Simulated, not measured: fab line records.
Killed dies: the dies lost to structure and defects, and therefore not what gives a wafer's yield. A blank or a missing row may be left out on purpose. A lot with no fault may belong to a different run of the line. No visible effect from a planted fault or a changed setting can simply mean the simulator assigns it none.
fab line records ; flow gf180mcu
[record] lots = 5; wafers = 15; last_day = 34
route steps=602 shown VT_IMPLANT@135 MVSD@136 NWELL@137 LVPWELL@138 MVPSD@139 DUAL_GATE@141
lots that met no fault: from a run of the same line without faults
start_h: start of the lot's first displayed wafer, in hours after the record's first day ; wait_h: hours from the lot's prior step to this one ; " the same as in the row above ; L1.1+2: a single row standing in for several wafers ; - no value, or no start was given ; * or withheld: withheld ; < > ~ a bound
route shown NAME@n: names a module that has steps shown in the file, with the first one's number in the route ; usual: the fault-free wafers' mean and standard deviation ; same: alike in all rows ; chamber/n: place in a boat ; sites: per-site readings ; _std_site: how widely they spread, as a standard deviation ; _edge_site: mean of outer sites minus mean of inner sites ; radius_mm: how far each site lies from the wafer's centre ; mask NAME#n: copy n ; behind: the tool/chamber that last shaped the wafer ; hold: the reason the lot was held/the length of the hold in hours/how it ended ; device: which transistor (n, p or np) failed to switch ; end of line: tests of these same wafers at the route's end ; step lacking rows: just its recipe ; killed: dies lost to structure and defects at the first sort, not the wafer's yield ; map: shows each die of a wafer: x if killed, . if not, _ if none is there
set.NAME: setting as actually run; set.NAME@STEP: the setting as run at that earlier step ; model.NAME: the simulator's own value behind a step, which no gauge read
lots seen at some steps along the route; tables by step, rows by wafer
services: a tool's chamber out of use, with start hour (start_h, from the record's first day; less than 0 if before it), hours out, and reason
[[steps]]
[step GF_VT_IMPLANT_RTA_45]
[recipe] temp_c = 1050; time_s = 30; ambient = N2
[usual] chamber_o2_ppm = 1.997/0.023; lamp_power_pct = 40.0/0.6; wafer_temp_C_max = 1056.0/2
lot.wafer;tool;chamber;start_h;wait_h;chamber_o2_ppm;lamp_power_pct;wafer_temp_C_max
L081.1;rtp_anneal-02;0;202.59;0.0;2.025;39.4;1053.9
L081.2;rtp_anneal-02;0;202.59;0.0;2.002;39.4;1055.4
L081.3;rtp_anneal-02;0;202.59;0.0;2.033;39.4;1053.8
L084.2;rtp_anneal-01;0;224.95;0.0;1.986;40.6;1058.9
L084.5;rtp_anneal-01;0;224.95;0.0;1.976;40.6;1057.9
L084.6;rtp_anneal-01;0;224.95;0.0;1.973;40.6;1057.1
L085.2;rtp_anneal-02;0;233.64;0.0;1.976;39.3;1053.0
L085.4;rtp_anneal-02;0;233.64;0.0;1.975;39.4;1054.1
L085.5;rtp_anneal-02;0;233.64;0.0;2.001;39.4;1055.8
L087.3;rtp_anneal-02;0;248.17;0.0;1.990;39.3;1054.0
L087.5;rtp_anneal-02;0;248.17;0.0;1.981;39.4;1051.7
L087.6;rtp_anneal-02;0;248.17;0.0;1.974;39.4;1053.4
L095.1;rtp_anneal-02;0;296.49;0.0;1.993;39.4;1055.5
L095.3;rtp_anneal-02;0;296.49;0.0;2.014;39.3;1053.7
L095.4;rtp_anneal-02;0;296.49;0.0;1.989;39.3;1053.8
[step GF_VT_IMPLANT_RS_MEAS_46]
[recipe] thk_meas_gauge = four-point-probe
[usual] MVSD_RS = 456.9/1.2
lot.wafer;tool;chamber;start_h;wait_h;MVSD_RS[ohm/sq]
L081.1;film_metro-02;-;202.79;0.2;455.2
L081.2;film_metro-02;-;202.79;0.2;456.5
L081.3;film_metro-02;-;202.79;0.2;454.0
L084.2;film_metro-04;-;225.09;0.1;456.5
L084.5;film_metro-04;-;225.09;0.1;455.6
L084.6;film_metro-04;-;225.09;0.1;456.1
L085.2;film_metro-04;-;233.83;0.2;455.5
L085.4;film_metro-04;-;233.83;0.2;456.6
L085.5;film_metro-04;-;233.83;0.2;456.6
L087.3;film_metro-04;-;248.28;0.1;457.6
L087.5;film_metro-04;-;248.28;0.1;458.1
L087.6;film_metro-04;-;248.28;0.1;458.6
L095.1;film_metro-04;-;296.59;0.1;456.6
L095.3;film_metro-04;-;296.59;0.1;457.8
L095.4;film_metro-04;-;296.59;0.1;457.9
[step GF_VT_IMPLANT_RS_MEAS_47]
[recipe] thk_meas_gauge = four-point-probe
[usual] NWELL_RS = 487.8/1.3
lot.wafer;tool;chamber;start_h;wait_h;NWELL_RS[ohm/sq]
L081.1;film_metro-02;-;202.91;0.1;488.3
L081.2;film_metro-02;-;202.91;0.1;487.6
L081.3;film_metro-02;-;202.91;0.1;485.9
L084.2;film_metro-04;-;225.21;0.1;485.5
L084.5;film_metro-04;-;225.21;0.1;484.8
L084.6;film_metro-04;-;225.21;0.1;484.5
L085.2;film_metro-04;-;233.95;0.1;488.9
L085.4;film_metro-04;-;233.95;0.1;488.9
L085.5;film_metro-04;-;233.95;0.1;487.2
L087.3;film_metro-04;-;248.40;0.1;488.6
L087.5;film_metro-04;-;248.40;0.1;489.6
L087.6;film_metro-04;-;248.40;0.1;487.9
L095.1;film_metro-04;-;296.71;0.1;485.1
L095.3;film_metro-04;-;296.71;0.1;486.1
L095.4;film_metro-04;-;296.71;0.1;486.7
[step GF_VT_IMPLANT_RS_MEAS_48]
[recipe] thk_meas_gauge = four-point-probe
[usual] LVPWELL_RS = 1197/3.4
lot.wafer;tool;chamber;start_h;wait_h;LVPWELL_RS[ohm/sq]
L081.1;film_metro-02;-;203.03;0.1;1191
L081.2;film_metro-02;-;203.03;0.1;1193
L081.3;film_metro-02;-;203.03;0.1;1193
L084.2;film_metro-04;-;225.33;0.1;1201
L084.5;film_metro-04;-;225.33;0.1;1196
L084.6;film_metro-04;-;225.33;0.1;1200
L085.2;film_metro-04;-;234.07;0.1;1198
L085.4;film_metro-04;-;234.07;0.1;1197
L085.5;film_metro-04;-;234.07;0.1;1194
L087.3;film_metro-04;-;248.52;0.1;1195
L087.5;film_metro-04;-;248.52;0.1;1194
L087.6;film_metro-04;-;248.52;0.1;1197
L095.1;film_metro-04;-;296.83;0.1;1196
L095.3;film_metro-04;-;296.83;0.1;1198
L095.4;film_metro-04;-;296.83;0.1;1195
[step GF_VT_IMPLANT_RS_MEAS_49]
[recipe] thk_meas_gauge = four-point-probe
[usual] MVPSD_RS = 1169/3.3
lot.wafer;tool;chamber;start_h;wait_h;MVPSD_RS[ohm/sq]
L081.1;film_metro-02;-;203.15;0.1;1166
L081.2;film_metro-02;-;203.15;0.1;1166
L081.3;film_metro-02;-;203.15;0.1;1163
L084.2;film_metro-04;-;225.45;0.1;1177
L084.5;film_metro-04;-;225.45;0.1;1171
L084.6;film_metro-04;-;225.45;0.1;1173
L085.2;film_metro-04;-;234.19;0.1;1170
L085.4;film_metro-04;-;234.19;0.1;1166
L085.5;film_metro-04;-;234.19;0.1;1165
L087.3;film_metro-04;-;248.64;0.1;1170
L087.5;film_metro-04;-;248.64;0.1;1172
L087.6;film_metro-04;-;248.64;0.1;1173
L095.1;film_metro-04;-;296.95;0.1;1171
L095.3;film_metro-04;-;296.95;0.1;1167
L095.4;film_metro-04;-;296.95;0.1;1170
[step GF_VT_IMPLANT_WET_ETCH_50]
[recipe] chemistry = dHF; target_depth_nm = 20; target = SiO2; temp_c = 25; dilution = 100:1; time_s = 400
lot.wafer;tool;chamber;start_h;wait_h
L081.1+2+3;wet_bench-01;3;203.27;0.1
L084.2+5+6;wet_bench-01;0;225.55;0.1
L085.2+4+5;wet_bench-04;3;234.29;0.1
L087.3+5+6;wet_bench-01;1;248.72;0.1
L095.1+3+4;wet_bench-03;1;297.07;0.1
[step GF_DUAL_GATE_CLEAN_00]
[recipe] chemistry = SC1/SC2; mix = 1:4:20; temp_c = 70; time_s = 150
lot.wafer;tool;chamber;start_h;wait_h
L081.1+2+3;wet_bench-04;1;203.39;0.0
L084.2+5+6;wet_bench-04;3;225.79;0.0
L085.2+4+5;wet_bench-01;2;234.42;0.0
L087.3+5+6;wet_bench-03;2;248.84;0.0
L095.1+3+4;wet_bench-04;3;297.31;0.0
[[services]]
tool;chamber;start_h;hours;kind
rtp_anneal-01;-;213.22;7.5;pm
rtp_anneal-02;-;262.76;6.6;pm
[[key]]
fault none
